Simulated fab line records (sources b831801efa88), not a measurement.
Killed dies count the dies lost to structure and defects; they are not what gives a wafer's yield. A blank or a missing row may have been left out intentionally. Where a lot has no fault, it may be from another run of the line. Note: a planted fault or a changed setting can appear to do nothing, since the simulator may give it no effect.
fab line records | flow gf180mcu
[record] lots = 6 wafers = 18 last_day = 30
route steps=602 shown V1@361 M2@362
lots that met no fault: from a run of the same line without faults
start_h: hours from the record's opening day to when the first of the lot's shown wafers began | wait_h: how many hours have passed since the lot's step before this one | " identical to the entry in the row above | L1.1+2: several wafers, shown together as one row | - either no value or no given start | * or withheld: withheld | < > ~ a bound
route shown NAME@n: a module of which the file shows steps, and the number in the route of the first | usual: the fault-free wafers' mean and standard deviation | same: alike in all rows | chamber/n: place in a boat | sites: each site's reading | _std_site: standard deviation of those values | _edge_site: mean of outer sites minus mean of inner sites | radius_mm: how far each site lies from the wafer's centre | mask NAME#n: copy n | behind: the tool/chamber that last shaped the wafer | hold: the reason the lot was held/the length of the hold in hours/how it ended | device: the n, p or np transistor that did not switch | end of line: the same wafers' tests at the end of the route | a step given without rows: its recipe and nothing more | killed: not the wafer's yield, but the dies lost to structure and defects at the first sort | map: shows each die of a wafer: x if killed, . if not, _ if none is there
set.NAME: setting as actually run; set.NAME@STEP: the setting as run at that earlier step | model.NAME: the simulator's own value behind a step, which no gauge read
lots at selected steps of the route; one table per step, one row per wafer
services: from which hour (start_h, from the record's first day; less than 0 if before it) a tool's chamber was out of use, for how many hours, and why
[[steps]]
[step GF_V1_CMP_26]
[recipe] stop_on = SiO2 down_force_psi = 3.5 platen_rpm = 60 t_overpolish_s = 15 target_thk_nm = 0 pad_velocity_m_s = 0.94248
[step GF_M2_SPUTTER_00]
[recipe] material = Ti target_thk_nm = 37.5 arriving_ion_energy_ev = 80 substrate_temp_c = 200 chamber_pressure_pa = 2 power_w = 4000 time_s = 150
[usual] throttle_valve_pct = 30.3/0.95
// columns lot.wafer tool chamber start_h wait_h throttle_valve_pct
L102.4 pvd_sputter-03 - 395.93 0.2 30.6
L102.5 " - " " 31.3
L102.6 " - " " 31.5
L104.1 pvd_sputter-02 - 432.33 0.2 31.0
L104.3 " - " " 30.6
L104.4 " - " " 29.9
L107.1 pvd_sputter-03 - 450.80 0.1 30.8
L107.5 " - " " 30.0
L107.6 " - " " 31.6
L108.1 pvd_sputter-04 - 456.11 0.1 30.2
L108.3 " - " " 28.8
L108.4 " - " " 29.0
L121.2 pvd_sputter-03 - 566.19 0.2 30.0
L121.3 " - " " 30.4
L121.6 " - " " 29.9
L123.2 pvd_sputter-04 - 579.00 0.1 30.2
L123.3 " - " " 31.1
L123.4 " - " " 28.9
[step GF_M2_SPUTTER_01]
[recipe] material = TiN target_thk_nm = 30 power_w = 6500 time_s = 25 chamber_pressure_pa = 0.4
[usual] throttle_valve_pct = 30.3/0.99
// columns lot.wafer tool chamber start_h wait_h throttle_valve_pct
L102.4 pvd_sputter-03 - 396.03 0.1 30.4
L102.5 " - " " 31.0
L102.6 " - " " 31.7
L104.1 pvd_sputter-02 - 432.43 0.1 30.9
L104.3 " - " " 30.4
L104.4 " - " " 29.5
L107.1 pvd_sputter-03 - 450.90 0.1 30.6
L107.5 " - " " 30.2
L107.6 " - " " 31.8
L108.1 pvd_sputter-04 - 456.21 0.1 30.0
L108.3 " - " " 28.6
L108.4 " - " " 29.1
L121.2 pvd_sputter-03 - 566.29 0.1 30.0
L121.3 " - " " 30.7
L121.6 " - " " 30.1
L123.2 pvd_sputter-04 - 579.10 0.1 30.2
L123.3 " - " " 31.0
L123.4 " - " " 28.9
[step GF_M2_SPUTTER_02]
[recipe] material = AlCu target_thk_nm = 450 power_w = 10600 time_s = 23.9 chamber_pressure_pa = 0.4
[usual] throttle_valve_pct = 30.3/0.97
// columns lot.wafer tool chamber start_h wait_h throttle_valve_pct
L102.4 pvd_sputter-03 - 396.06 0.0 30.5
L102.5 " - " " 31.5
L102.6 " - " " 31.6
L104.1 pvd_sputter-02 - 432.46 0.0 30.7
L104.3 " - " " 30.3
L104.4 " - " " 29.6
L107.1 pvd_sputter-03 - 450.93 0.0 30.5
L107.5 " - " " 30.1
L107.6 " - " " 31.3
L108.1 pvd_sputter-04 - 456.24 0.0 30.0
L108.3 " - " " 28.7
L108.4 " - " " 28.7
L121.2 pvd_sputter-03 - 566.32 0.0 29.9
L121.3 " - " " 30.5
L121.6 " - " " 30.2
L123.2 pvd_sputter-04 - 579.13 0.0 30.0
L123.3 " - " " 30.8
L123.4 " - " " 28.7
[step GF_M2_SPUTTER_03]
[recipe] material = Ti target_thk_nm = 10 substrate_temp_c = 300 chamber_pressure_pa = 0.3 power_w = 3000 time_s = 6.7
[usual] throttle_valve_pct = 30.3/0.94
// columns lot.wafer tool chamber start_h wait_h throttle_valve_pct
L102.4 pvd_sputter-03 - 396.09 0.0 30.7
L102.5 " - " " 31.3
L102.6 " - " " 31.8
L104.1 pvd_sputter-02 - 432.49 0.0 30.8
L104.3 " - " " 30.3
L104.4 " - " " 29.9
L107.1 pvd_sputter-03 - 450.96 0.0 30.7
L107.5 " - " " 30.2
L107.6 " - " " 31.5
L108.1 pvd_sputter-04 - 456.27 0.0 30.0
L108.3 " - " " 29.0
L108.4 " - " " 28.8
L121.2 pvd_sputter-03 - 566.35 0.0 30.0
L121.3 " - " " 30.9
L121.6 " - " " 30.2
L123.2 pvd_sputter-04 - 579.16 0.0 29.9
L123.3 " - " " 31.2
L123.4 " - " " 28.9
[step GF_M2_SPUTTER_04]
[recipe] material = TiN target_thk_nm = 50 power_w = 6500 time_s = 41.7 chamber_pressure_pa = 0.4
[usual] throttle_valve_pct = 30.3/0.95
// columns lot.wafer tool chamber start_h wait_h throttle_valve_pct
L102.4 pvd_sputter-03 - 396.11 0.0 30.7
L102.5 " - " " 30.9
L102.6 " - " " 31.7
L104.1 pvd_sputter-02 - 432.51 0.0 30.8
L104.3 " - " " 30.3
L104.4 " - " " 29.8
L107.1 pvd_sputter-03 - 450.98 0.0 30.7
L107.5 " - " " 30.2
L107.6 " - " " 31.5
L108.1 pvd_sputter-04 - 456.29 0.0 29.7
L108.3 " - " " 28.7
L108.4 " - " " 28.7
L121.2 pvd_sputter-03 - 566.37 0.0 30.0
L121.3 " - " " 30.9
L121.6 " - " " 30.1
L123.2 pvd_sputter-04 - 579.18 0.0 30.1
L123.3 " - " " 30.7
L123.4 " - " " 28.7
[step GF_M2_RS_MEAS_05]
[recipe] thk_meas_gauge = four-point-probe reads = TiN_of_M2_SPUTTER_04+Ti_of_M2_SPUTTER_03+AlCu_of_M2_SPUTTER_02+TiN_of_M2_SPUTTER_01+Ti_of_M2_SPUTTER_00
[usual] M2_ALCU_RS = 0.0696/0.0008
// columns lot.wafer tool chamber start_h wait_h M2_ALCU_RS[ohm/sq]
L102.4 film_metro-01 - 396.21 0.1 0.0693
L102.5 " - " " 0.0690
L102.6 " - " " 0.0689
L104.1 film_metro-01 - 432.55 0.0 0.0696
L104.3 " - " " 0.0704
L104.4 " - " " 0.0704
L107.1 film_metro-01 - 451.02 0.0 0.0687
L107.5 " - " " 0.0687
L107.6 " - " " 0.0689
L108.1 film_metro-02 - 456.33 0.0 0.0696
L108.3 " - " " 0.0692
L108.4 " - " " 0.0691
L121.2 film_metro-01 - 566.43 0.0 0.0695
L121.3 " - " " 0.0699
L121.6 " - " " 0.0692
L123.2 film_metro-01 - 579.30 0.1 0.0696
L123.3 " - " " 0.0695
L123.4 " - " " 0.0688
[step GF_M2_THK_MEAS_06]
[recipe] thk_meas_gauge = xrf reads = AlCu_of_M2_SPUTTER_02
[usual] M2_ALCU_THK = 455/5.5
// columns lot.wafer tool chamber start_h wait_h M2_ALCU_THK[nm]
L102.4 film_metro-01 - 396.30 0.1 455
L102.5 " - " " 455
L102.6 " - " " 455
L104.1 film_metro-01 - 432.67 0.1 449
L104.3 " - " " 449
L104.4 " - " " 445
L107.1 film_metro-01 - 451.14 0.1 459
L107.5 " - " " 458
L107.6 " - " " 460
L108.1 film_metro-02 - 456.45 0.1 455
L108.3 " - " " 459
L108.4 " - " " 461
L121.2 film_metro-01 - 566.54 0.1 453
L121.3 " - " " 450
L121.6 " - " " 454
L123.2 film_metro-01 - 579.41 0.1 453
L123.3 " - " " 453
L123.4 " - " " 460
[step GF_M2_DEHYDRATE_07]
[recipe] temp_c = 200 time_s = 60
[step GF_M2_HMDS_08]
[recipe] prime_time_s = 60 prime_temp_c = 120
[step GF_M2_COAT_09]
[recipe] resist = KrF spin_rpm = withheld resist_thk_nm = 1000
[step GF_M2_SOFTBAKE_10]
[recipe] temp_c = 130 time_s = 60 resist = KrF
[step GF_M2_EXPOSE_11]
[recipe] mask_id = Metal2 target_cd_nm = 280 na = 0.68 source_shape = conventional sigma_outer = 0.6 dose_mj = 28
[usual] exposure_dose_mJ_cm2 = 28.000/0.023 focus_offset_nm = 0.0/0.43
// columns lot.wafer tool chamber start_h wait_h mask exposure_dose_mJ_cm2 focus_offset_nm
L102.4 krf_scanner-02 0 406.85 - Metal2#0 28.018 0.0
L102.5 " 0 " " Metal2#0 27.991 -0.4
L102.6 " 0 " " Metal2#0 27.957 -0.6
L104.1 krf_scanner-01 0 444.57 - Metal2#0 28.015 -0.6
L104.3 " 0 " " Metal2#0 28.032 -0.4
L104.4 " 0 " " Metal2#0 28.005 -0.1
L107.1 krf_scanner-01 0 461.11 - Metal2#0 27.994 -0.1
L107.5 " 0 " " Metal2#0 28.023 -0.5
L107.6 " 0 " " Metal2#0 28.004 0.0
L108.1 krf_scanner-02 0 467.11 - Metal2#0 27.970 0.4
L108.3 " 0 " " Metal2#0 27.988 0.0
L108.4 " 0 " " Metal2#0 27.972 -0.3
L121.2 krf_scanner-01 - 578.81 - Metal2#0 - -
L121.3 " - " " Metal2#0 - -
L121.6 " - " " Metal2#0 - -
L123.2 krf_scanner-01 - 589.86 - Metal2#0 - -
L123.3 " - " " Metal2#0 - -
L123.4 " - " " Metal2#0 - -
[step GF_M2_PEB_12]
[recipe] peb_temp_c = 135 peb_time_s = 90 resist = KrF
[[services]]
// columns tool chamber start_h hours kind
pvd_sputter-02 - 381.69 18.4 repair
krf_scanner-01 - 386.46 0.8 pm
krf_scanner-02 - 393.44 5.4 repair
krf_scanner-02 - 398.82 0.8 pm
pvd_sputter-03 - 400.50 1.3 repair
krf_scanner-02 - 412.96 4.4 pm
krf_scanner-01 - 431.77 0.8 repair
krf_scanner-02 - 436.05 3.5 repair
pvd_sputter-02 - 439.97 6.6 repair
krf_scanner-02 - 443.33 1.0 pm
krf_scanner-02 - 461.84 1.3 pm
krf_scanner-02 - 464.00 2.3 repair
krf_scanner-01 - 468.08 1.0 pm
krf_scanner-01 - 493.49 1.3 pm
pvd_sputter-02 - 520.44 0.5 repair
krf_scanner-01 - 555.26 0.8 pm
krf_scanner-02 - 563.13 0.8 pm
krf_scanner-02 - 576.76 6.8 repair
pvd_sputter-02 - 582.64 3.7 repair
[[key]]
[first_sign] step = GF_M2_EXPOSE_11 reading = tool_record direction = missing
effect none on later readings
met_at GF_M2_EXPOSE_11
struck_wafers L121.2,L121.3,L121.6,L123.2,L123.3,L123.4
later_rows_left_out L121.2,L121.3,L121.6,L123.2,L123.3,L123.4
sort_left_out L121.2,L121.3,L121.6,L123.2,L123.3,L123.4
onset_between 461.11 578.81
[fault] kind = skipped_step_whole tool = krf_scanner-01 chamber = - onset_h = 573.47 steps = GF_M2_EXPOSE_11 scope = struck_lots_only
// sort_left_out: the simulated sort isn't trusted on such a fault, so these wafers' sort isn't shown, and their yield isn't known
// later_rows_left_out: the simulator's readings of these wafers behind a module that went badly wrong aren't trusted and aren't shown, but for the sort
